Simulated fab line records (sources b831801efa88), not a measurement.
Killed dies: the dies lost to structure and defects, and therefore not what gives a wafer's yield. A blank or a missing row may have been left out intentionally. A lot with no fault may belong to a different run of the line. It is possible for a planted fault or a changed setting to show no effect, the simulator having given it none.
Struck lot and sound lot, side by side	flow sky130	37 steps out of a route of 708
Sound: these wafers, L157.1, L157.4, L157.5. The struck wafers were L162.3, L162.4, L162.6. The cause is named last.
At each step with rows: each side's tool, then ch and its chambers, then its first start. Under that, the readings that differ: sound wafers	struck wafers	difference of the means	sigmas: that difference in standard deviations of wafers without a fault.
alike: words and numbers the same on both sides, and readings whose means are apart by under 2 such deviations; not compared: readings that were withheld, readings missing a value for some wafer, numbers with overlapping values and no deviation given by the record, and bounds like >300 which may hide the same value.
A row with sigmas, a row that says differs or no value, or rows on one side alone: a step with any of these is where the two part. When numbers do not overlap yet have no deviation, they are printed without sigmas and do not part them. A reading that every wafer of one side lacks parts them only if that side has two wafers or more.

first, 10 steps without rows for these wafers: SKY_DNWELL_DEVELOP_06 (develop time 60 s); SKY_DNWELL_IMPLANT_07; SKY_DNWELL_STRIP_08 (strips in O2/N2); SKY_PWDE_DEHYDRATE_00 (time 60 s); SKY_PWDE_HMDS_01 (prime time 60 s); SKY_PWDE_COAT_02 (resist thk 3000 nm); SKY_PWDE_SOFTBAKE_03; SKY_PWDE_EXPOSE_04 (exposes mask PWDEM, target cd 840 nm); SKY_PWDE_PEB_05; SKY_PWDE_DEVELOP_06 (develop time 60 s).
SKY_PWDE_IMPLANT_08:
  sound on implanter-04 ch 0, day 6 17:03; struck on implanter-04 ch 0, day 7 19:16
then, 1 step without rows for these wafers: SKY_PWDE_STRIP_09 (strips in O2/N2).
SKY_PWDE_TW_MEAS_10:
  sound: film_metro-04 at day 6 17:18; struck: film_metro-04 at day 7 19:29
reading	sound	struck	difference	sigmas
PWDE_TW	369.9 372.7 368.9	454.2 456.8 458.5	+86.0	+43
then, 22 steps without rows for these wafers: SKY_NWELL_DEHYDRATE_03 (time 60 s); SKY_NWELL_HMDS_04 (prime time 60 s); SKY_NWELL_COAT_05 (resist thk 3000 nm); SKY_NWELL_SOFTBAKE_06; SKY_NWELL_EXPOSE_07 (exposes mask NWM, target cd 840 nm); SKY_NWELL_PEB_08; SKY_NWELL_DEVELOP_09 (develop time 60 s); SKY_NWELL_IMPLANT_11; SKY_NWELL_IMPLANT_12; SKY_NWELL_IMPLANT_13; SKY_NWELL_STRIP_14 (strips in O2/N2); SKY_NWELL_DEHYDRATE_16 (time 60 s); SKY_NWELL_HMDS_17 (prime time 60 s); SKY_NWELL_COAT_18 (resist thk 3000 nm); SKY_NWELL_SOFTBAKE_19; SKY_NWELL_EXPOSE_20 (exposes mask NWM COMPLEMENT, target cd 840 nm); SKY_NWELL_PEB_21; SKY_NWELL_DEVELOP_22 (develop time 60 s); SKY_NWELL_IMPLANT_24; SKY_NWELL_STRIP_25 (strips in O2/N2); SKY_NWELL_CLEAN_27 (cleans in SC1/SC2, time 150 s); SKY_NWELL_RTA_28 (time 30 s).
SKY_NWELL_RS_MEAS_31: uses a four-point probe to measure.
  sound: film_metro-01 at day 8 10:06; struck: film_metro-04 at day 9 12:32
reading	sound	struck	difference	sigmas
PWDE_RS (ohm/sq)	5244 5260 5279	3122 3114 3110	-2146	-99 or more
-- the record jumps here: 40 days lie between the struck wafers' starts before and after (it left off in module NWELL and takes up again in module PAD_OPEN, whose first step shown is number 708 of the route) --
SKY_PAD_OPEN_PROBE_99:
  sound: prober-01 at day 48 23:41; struck: prober-02 at day 49 16:11
reading	sound	struck	difference	sigmas
killed_at_M4_up	1 2 1	5 8 3	+4	+2
model.etest.res_p_drift_20v.line_ohm_um	1.093e+04 1.116e+04 1.092e+04	6074 5815 6154	-4989	
model.etest.res_p_drift_20v.rs_ohm_sq	8974 9309 9157	5102 4877 5130	-4110	
model.etest.res_pwde_under_gate.rs_ohm_sq	6186 6195 6158	3362 3313 3333	-2844	
  alike: killed_at_M0_to_M3, killed_at_contacts, killed_at_front_end, killed_at_other, killed_dies, killed_open, killed_short

== WHERE THEY PART ==
At SKY_PWDE_TW_MEAS_10 first; at SKY_PAD_OPEN_PROBE_99 last (within this record only).

WHY: what the simulator had put in
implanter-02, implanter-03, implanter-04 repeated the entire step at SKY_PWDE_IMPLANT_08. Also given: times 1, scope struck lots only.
